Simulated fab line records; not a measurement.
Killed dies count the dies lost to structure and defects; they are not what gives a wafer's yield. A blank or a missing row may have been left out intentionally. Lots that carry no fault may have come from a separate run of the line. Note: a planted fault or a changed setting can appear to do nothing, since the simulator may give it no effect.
Problem report in the 8D (eight disciplines) form, filled by code / flow sky130 / the parts of the form that need people (team, actions taken, sign-off) are left out

== 1. WHAT IS WRONG ==
prime temp c at SKY_VIA3_HMDS_05 reads a mean of 113.80 C on 6 wafers of 2 lots; wafers without a fault read 120.02 C with a standard deviation of 0.14. Measured from the usual mean, that is -44 standard deviations.
The step: prime time 60 s.
Earliest sighting: wafer L326.2 on litho track-01 at day 45 10:34. The record has a number at this step for 39 wafers belonging to 13 lots. Rule for "out" (also "out of limits"): further than 4 standard deviations from the usual mean. The rest of the wafers with a number are treated as sound.

== 2. WHAT IT IS, AND WHAT IT ISN'T ==
question=which readings at this step; is=prime temp c; is not=-
question=which lots; is=L326, L327; is not=L304, L307, L308, L309, L312, L313, L314, L315, L320, L323, L324
question=which wafers of those lots; is=all that have a number; is not=-
question=read on which tools; is=litho track-01; is not=litho track-02, litho track-03
question=when; is=from day 45 10:34; is not=up to then (33 sound wafers)

== 3. WHAT RULES OUT EACH SUSPECT ==
Counting: a tool at a process step up to the reading stays a suspect if it ran every lot that is out and no sound lot after the first of them.
- litho track-01 at SKY_VIA3_HMDS_05 (prime time 60 s): kept. It ran every lot that is out, first L326 (day 45 10:34), and no sound lot after that; its last sound lot up to then is L324 (day 45 05:14). On those wafers its own readings are out: prime temp c.
The count leaves litho track-01 at SKY_VIA3_HMDS_05.

== 4. THE CAUSE (what the simulator had put in) ==
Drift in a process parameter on litho track-01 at SKY_VIA3_HMDS_05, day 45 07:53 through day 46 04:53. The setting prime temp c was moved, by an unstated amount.
After counting, this tool was the only one left.

== 5. THE CHAIN OF EFFECTS, in route order ==
Each row: a reading where the mean over the struck wafers with a number is more than 3 standard deviations away from the usual. Only readings whose record carries a usual standard deviation are examined. hours: median over the lots of the time between each lot's start at the first step of this table that gives one and its start at this step. sigmas: the change, counted in usual standard deviations.
hours=0; step=SKY_VIA3_HMDS_05; reading=prime temp c; usual=120.02 C; on struck wafers=113.80; change=-6.22; sigmas=-44
The process steps in it:
- SKY_VIA3_HMDS_05: prime time 60 s.
At these later measuring or inspecting steps, every struck wafer for which the step has a row has a number for every such reading, and none has moved that far: SKY_VIA3_CD_MEAS_12.

== 6. WHAT WOULD HAVE CAUGHT IT SOONER ==
First out-of-limits reading in this record: day 45 10:34, which is 3 hours after fault onset at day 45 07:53.
